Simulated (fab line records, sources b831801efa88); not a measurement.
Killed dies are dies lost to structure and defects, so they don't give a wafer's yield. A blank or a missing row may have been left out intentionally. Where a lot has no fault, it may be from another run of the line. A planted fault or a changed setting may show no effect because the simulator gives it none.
Chamber matching | flow sfqLine | 4 sister chambers for SFQ_TRILAYER_C5_BARC_OPEN_VIA_ETCH_210 on rieDiel-04
The step etches BARC in O2, target depth 125 nm, time 41.7 s. 8 wafers are shown with their chamber, then 7 later ones without.

## EACH WAFER AND ITS CHAMBER
wafer  | chamber | drypumpMotorCurrentA (A) | oesProductAu (a.u.)
L437.4 | 1       | 5.8                      | 0.691
L440.3 | 0       | 5.8                      | 0.683
L440.4 | 2       | 5.4                      | 0.682
L443.4 | 3       | 5.7                      | 0.680
L443.5 | 2       | 5.4                      | 0.694
L443.6 | 3       | 5.7                      | 0.687
L444.1 | 1       | 5.8                      | 0.689
L444.3 | 0       | 5.7                      | 0.688

## WAFERS MISSING THEIR CHAMBER
wafer  | drypumpMotorCurrentA (A) | oesProductAu (a.u.)
L444.6 | 5.4                      | 0.687
L453.2 | 5.8                      | 0.688
L453.3 | 5.4                      | 0.688
L453.5 | 5.4                      | 0.686
L454.2 | 5.4                      | 0.692
L454.3 | 5.7                      | 0.697
L454.6 | 5.4                      | 0.684

## EACH ONE'S CHAMBER
wafer  | from the rows above          | in truth
L444.6 | 2                            | 2
L453.2 | can't be placed: 1 or 0      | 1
L453.3 | 2                            | 2
L453.5 | 2                            | 2
L454.2 | 2                            | 2
L454.3 | can't be placed: 3 or 0 or 1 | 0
L454.6 | 2                            | 2
Placed correctly: 5 of 7. These rows do not allow placing 2 (true chamber among the candidates in 2). Wrongly placed: 0.
How it was worked out, from the rows above alone: a wafer's distance from a chamber is the root of the sum, over the readings, of the square of ((its reading less the chamber's mean) divided by the reading's scatter). If the next closest chamber is less than 2 further off than the closest, the wafer can't be placed; otherwise it belongs to the closest. A chamber's mean is the mean of its shown wafers. The scatter: take each reading less its chamber's mean, square it, sum over the shown wafers, divide by the number of wafers less the number of chambers, and take the root.
